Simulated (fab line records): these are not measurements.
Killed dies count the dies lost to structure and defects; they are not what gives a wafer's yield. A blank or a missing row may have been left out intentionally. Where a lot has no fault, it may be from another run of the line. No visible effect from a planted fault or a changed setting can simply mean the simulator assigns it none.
Chamber matching -- flow sky130 -- 3 sister chambers for SKY_VIA3_CMP_02 on cmp-02
The step polishes SiO2. 3 wafers are shown with their chamber, then 5 later ones without.

## WAFERS PAIRED WITH THEIR CHAMBERS
wafer,chamber,motor-current-A (A)
L291.1,1,11.7
L291.2,3,12.3
L294.1,2,12.4

## WAFERS WITHOUT THEIR CHAMBER
wafer,motor-current-A (A)
L294.3,12.3
L294.4,11.2
L296.1,12.1
L297.1,11.9
L297.5,11.1

## THE CHAMBER EACH PASSED THROUGH
wafer,from the rows above,in truth
L294.3,can't be placed: 3 or 2 or 1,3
L294.4,can't be placed: 1 or 3 or 2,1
L296.1,can't be placed: 3 or 2 or 1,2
L297.1,can't be placed: 1 or 3 or 2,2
L297.5,can't be placed: 1 or 3 or 2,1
Correctly placed: 0 of 5. Can't be placed from these rows: 5 (the true chamber is among the candidates in 5). 0 placed wrongly.
How it was worked out, from the rows above alone: a wafer's distance from a chamber is the root of the sum, over the readings, of the square of ((its reading less the chamber's mean) divided by the reading's scatter). If the next closest chamber is less than 2 further off than the closest, the wafer can't be placed; otherwise it belongs to the closest. A chamber's mean is the mean of its shown wafers. The scatter (one wafer shown for each chamber): square how far every hidden wafer sits from the nearest shown wafer, average those squares and take the square root.
